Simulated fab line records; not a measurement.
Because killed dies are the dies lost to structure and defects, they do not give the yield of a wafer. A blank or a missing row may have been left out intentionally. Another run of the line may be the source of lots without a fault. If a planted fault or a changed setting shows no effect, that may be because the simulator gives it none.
Which tool was responsible? | flow gf180mcu | 39 wafers from 13 lots sampled at 4 of the route's 602 steps

## WHAT THE GAUGES SHOWED, per wafer
GF_V5_BOW_MEAS_05. Usual: V5_BOW gives 133 um (standard deviation 9.9).
lot  | measured     | on            | V5_BOW (um) | flag
L432 | day 26 17:35 | film_metro-03 | 135 127 121 |
L434 | day 27 05:25 | film_metro-03 | 124 117 122 |
L435 | day 27 13:04 | film_metro-01 | 123 120 125 |
L436 | day 28 06:32 | film_metro-04 | 132 135 127 |
L437 | day 28 08:08 | film_metro-01 | 132 135 132 |
L438 | day 28 13:37 | film_metro-01 | 111 113 115 |
L439 | day 28 17:01 | film_metro-01 | 130 130 137 |
L441 | day 29 11:54 | film_metro-03 | 128 142 120 |
L442 | day 29 17:20 | film_metro-03 | 140 135 136 |
L450 | day 32 06:44 | film_metro-01 | 130 126 131 |
L451 | day 32 09:07 | film_metro-04 | 134 136 139 |
L453 | day 32 17:23 | film_metro-03 | 146 136 134 |
L454 | day 32 22:20 | film_metro-03 | 138 137 131 |

GF_TOP_METAL_RS_MEAS_05: the measuring method here is four-point-probe. Usual: TOP_METAL_ALCU_RS gives 0.0329 ohm/sq (standard deviation 0.00043).
lot  | measured     | on            | TOP_METAL_ALCU_RS (ohm/sq) | flag
L432 | day 27 16:01 | film_metro-03 | 0.0328 0.0327 0.0328       |
L434 | day 28 02:58 | film_metro-03 | 0.0325 0.0321 0.0327       |
L435 | day 28 10:46 | film_metro-03 | 0.0326 0.0324 0.0325       |
L436 | day 29 03:32 | film_metro-04 | 0.0341 0.0337 0.0333       |
L437 | day 29 05:35 | film_metro-03 | 0.0319 0.0326 0.0321       |
L438 | day 29 11:27 | film_metro-04 | 0.0331 0.0328 0.0327       |
L439 | day 29 14:19 | film_metro-02 | 0.0328 0.0327 0.0326       |
L441 | day 30 08:11 | film_metro-03 | 0.0330 0.0333 0.0328       |
L442 | day 30 13:44 | film_metro-03 | 0.0334 0.0338 0.0332       |
L450 | day 33 01:17 | film_metro-04 | 0.0329 0.0327 0.0324       |
L451 | day 33 03:02 | film_metro-03 | 0.0335 0.0330 0.0335       |
L453 | day 33 11:44 | film_metro-02 | 0.0332 0.0329 0.0323       |
L454 | day 33 16:01 | film_metro-02 | 0.0327 0.0329 0.0328       |

## TOOL THAT RAN EACH LOT (tool first, then ch and the chambers of the sampled wafers, then the start)
lot  | GF_M1_SPUTTER_04             | GF_TOP_METAL_SPUTTER_01
L432 | pvd_sputter-04, day 16 15:04 | pvd_sputter-01, day 27 15:51
L434 | pvd_sputter-01, day 17 04:42 | pvd_sputter-01, day 28 02:49
L435 | pvd_sputter-01, day 17 10:29 | pvd_sputter-02, day 28 10:37
L436 | pvd_sputter-04, day 18 05:34 | pvd_sputter-03, day 29 03:23
L437 | pvd_sputter-01, day 18 06:05 | pvd_sputter-01, day 29 05:27
L438 | pvd_sputter-01, day 18 15:58 | pvd_sputter-02, day 29 11:17
L439 | pvd_sputter-01, day 18 21:19 | pvd_sputter-03, day 29 14:10
L441 | pvd_sputter-04, day 19 18:57 | pvd_sputter-01, day 30 08:04
L442 | pvd_sputter-01, day 20 03:44 | pvd_sputter-03, day 30 13:35
L450 | pvd_sputter-01, day 23 12:16 | pvd_sputter-02, day 33 01:08
L451 | pvd_sputter-04, day 23 13:46 | pvd_sputter-01, day 33 02:52
L453 | pvd_sputter-04, day 24 01:27 | pvd_sputter-01, day 33 11:36
L454 | pvd_sputter-04, day 24 07:15 | pvd_sputter-02, day 33 15:52
- GF_M1_SPUTTER_04: material TiN, target thk 50 nm, time 41.7 s.
- GF_TOP_METAL_SPUTTER_01: material TiN, target thk 30 nm, time 25 s.

## WHAT THE TOOLS THEMSELVES READ (means of the sampled wafers that have a number; where no wafer has one, the mark that the record gives instead)
GF_M1_SPUTTER_04. Usual: throttle_valve_pct 30.8 %, standard deviation 0.6.
lot  | tool           | throttle_valve_pct (%) | flag
L432 | pvd_sputter-04 | 31.1                   |
L434 | pvd_sputter-01 | 31.0                   |
L435 | pvd_sputter-01 | 30.6                   |
L436 | pvd_sputter-04 | 30.6                   |
L437 | pvd_sputter-01 | 30.6                   |
L438 | pvd_sputter-01 | 30.3                   |
L439 | pvd_sputter-01 | 31.2                   |
L441 | pvd_sputter-04 | 31.1                   |
L442 | pvd_sputter-01 | 30.3                   |
L450 | pvd_sputter-01 | 31.4                   |
L451 | pvd_sputter-04 | 31.1                   |
L453 | pvd_sputter-04 | 30.8                   |
L454 | pvd_sputter-04 | 30.9                   |

GF_TOP_METAL_SPUTTER_01. Usual: throttle_valve_pct 30.3 %, standard deviation 0.66.
lot  | tool           | throttle_valve_pct (%) | flag
L432 | pvd_sputter-01 | 30.1                   |
L434 | pvd_sputter-01 | 30.9                   |
L435 | pvd_sputter-02 | 29.8                   |
L436 | pvd_sputter-03 | 30.5                   |
L437 | pvd_sputter-01 | 31.2                   |
L438 | pvd_sputter-02 | 30.0                   |
L439 | pvd_sputter-03 | 31.0                   |
L441 | pvd_sputter-01 | 30.2                   |
L442 | pvd_sputter-03 | 29.9                   |
L450 | pvd_sputter-02 | 29.6                   |
L451 | pvd_sputter-01 | 30.5                   |
L453 | pvd_sputter-01 | 31.1                   |
L454 | pvd_sputter-02 | 30.1                   |

## THE ANSWER, worked out from the rows above alone
Rule: a lot is off if the mean of its wafers that have a number lies more than 3 standard deviations from the usual mean. A lot without any number at a reading at which 4 lots or more have one is off too. Where the step has rows for the other lots, those lots are counted as sound. Order of review: gauges by route order, followed by the tools' own readings, for which a lot's mean as printed above is used. The first step at which some lot is off is used, and at that step the reading that is off furthest; a lot without a number counts as furthest.
None of the lots is off at any reading shown; this tells nothing.

## WHAT THE SIMULATOR HAD INSERTED
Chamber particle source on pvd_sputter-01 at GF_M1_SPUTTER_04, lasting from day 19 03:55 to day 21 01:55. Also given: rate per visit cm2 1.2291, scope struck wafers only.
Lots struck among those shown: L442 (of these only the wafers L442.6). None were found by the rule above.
